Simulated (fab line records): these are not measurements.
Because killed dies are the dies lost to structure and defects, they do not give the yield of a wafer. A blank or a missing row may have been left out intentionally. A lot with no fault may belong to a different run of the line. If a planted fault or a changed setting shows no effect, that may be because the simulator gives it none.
Which of the tools did it?	flow gf180mcu	11 lots (33 wafers sampled), 1 step of a 602-step route

## WHAT THE GAUGES READ, wafer by wafer
GF_V3_OVL_MEAS_15.
lot	measured	on	V3_OVL (nm)
L106	day 23 05:13	overlay-01	-13 -19 -13
L107	day 23 11:56	overlay-01	-10 -2 -9
L108	day 24 03:27	overlay-02	4 -7 2
L109	day 24 09:01	overlay-02	1 5 3
L110	day 24 23:29	overlay-01	-5 -8 -7
L111	day 25 08:26	overlay-02	-18 -8 -7
L112	day 26 01:17	overlay-02	-5 -3 -8
L120	day 28 01:41	overlay-01	4 -1 1
L125	day 29 03:53	overlay-02	-4 -4 3
L127	day 29 21:18	overlay-02	0 1 0
L128	day 30 03:29	overlay-01	4 7 -3

## WHAT TOOL EACH LOT RAN ON (gives the tool, then ch and the chambers of the sampled wafers, and finally the start)
Record: no process step prior to these readings.

## THE ANSWER, worked out from the rows above alone
Rule: usual is defined by the lots themselves. The widest of any qualifying gaps counts: lots, ordered by their means at a reading, are off when they make up no more than a third of the lots, leave a main group of 4 or more, and stand apart from it by 3 or more times the standard deviation of that group's means. A main group is skipped when, at the precision printed for the reading in the tables above, its means are all equal. Also off: a lot with no number at a reading for which 4 or more lots have one. The other lots that the step has rows for count as sound.
Across all readings shown, no lot is off: no conclusion can be drawn from this.

## WHAT THE SIMULATOR HAD PUT IN
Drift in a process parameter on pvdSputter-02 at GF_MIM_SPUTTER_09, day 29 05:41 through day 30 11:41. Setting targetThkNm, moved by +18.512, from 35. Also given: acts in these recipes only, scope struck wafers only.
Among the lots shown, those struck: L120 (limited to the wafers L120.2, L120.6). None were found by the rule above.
